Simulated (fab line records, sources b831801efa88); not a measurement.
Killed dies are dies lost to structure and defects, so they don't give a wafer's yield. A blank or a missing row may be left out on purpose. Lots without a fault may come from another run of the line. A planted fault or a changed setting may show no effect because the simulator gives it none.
Which tool did it? | flow gf180mcu | 6 lots, 18 wafers sampled, at 3 steps of a route of 602

WHAT THE GAUGES READ, wafer by wafer
GF_HV_LDD_CD_MEAS_46: target cd 400 nm.
lot  | measured     | on        | cd_nm (nm)
L667 | day 13 19:34 | cd_sem-01 | 399.6 403.1 399.3
L671 | day 15 05:49 | cd_sem-01 | 418.9 417.3 418.0
L674 | day 16 03:35 | cd_sem-02 | 421.2 418.3 420.2
L680 | day 18 01:17 | cd_sem-01 | 402.4 401.6 399.3
L683 | day 19 03:26 | cd_sem-02 | 399.8 400.2 402.4
L686 | day 20 03:07 | cd_sem-02 | 403.7 404.1 406.0

WHICH TOOL RAN EACH LOT (tool, then ch and the chambers of the sampled wafers, then the start)
lot  | GF_POLY_GATE_ETCH_13             | GF_HV_LDD_COAT_41
L667 | rie_si-02 ch 0,1,3, day 10 11:52 | litho_track-03 ch 0, day 13 09:13
L671 | rie_si-01 ch 0,3, day 11 17:52   | litho_track-03 ch 0, day 14 18:37
L674 | rie_si-02 ch 0,1,3, day 12 12:46 | litho_track-03 ch 0, day 15 16:27
L680 | rie_si-02 ch 0,2, day 14 06:26   | litho_track-01 ch 0, day 17 13:23
L683 | rie_si-02 ch 0,1,2, day 15 05:41 | litho_track-03 ch 0, day 18 14:40
L686 | rie_si-01 ch 0,2,3, day 16 01:20 | litho_track-01 ch 0, day 19 14:49
- GF_POLY_GATE_ETCH_13: etches poly-Si in HBr/Cl2, stops on SiO2, target depth 198.5 nm, time 69.6 s.
- GF_HV_LDD_COAT_41: resist thk 1000 nm.

THE ANSWER, worked out from the rows above alone
Rule: what is usual is taken from the lots themselves. Put in order of their means at a reading, lots are off if they are a third of the lots or fewer, leave a main group of 4 or more, and stand apart from it by a gap of 3 or more times the standard deviation of the main group's means; of several such gaps the widest counts. A main group whose means are all the same, to the digits that the tables above print for the reading, isn't used. A lot without any number at a reading at which 4 lots or more have one is off too. The other lots that the step has rows for count as sound.
Off: L671, L674, at GF_HV_LDD_CD_MEAS_46 (cd_nm). The main group: mean 401.8 nm, standard deviation 1.6.
A tool fits if, at a process step before that reading, it ran every lot that is off, and no sound lot after the first of them. The gauges at GF_HV_LDD_CD_MEAS_46 are tried like those tools. None of those tried fits.

WHAT THE SIMULATOR HAD PUT IN
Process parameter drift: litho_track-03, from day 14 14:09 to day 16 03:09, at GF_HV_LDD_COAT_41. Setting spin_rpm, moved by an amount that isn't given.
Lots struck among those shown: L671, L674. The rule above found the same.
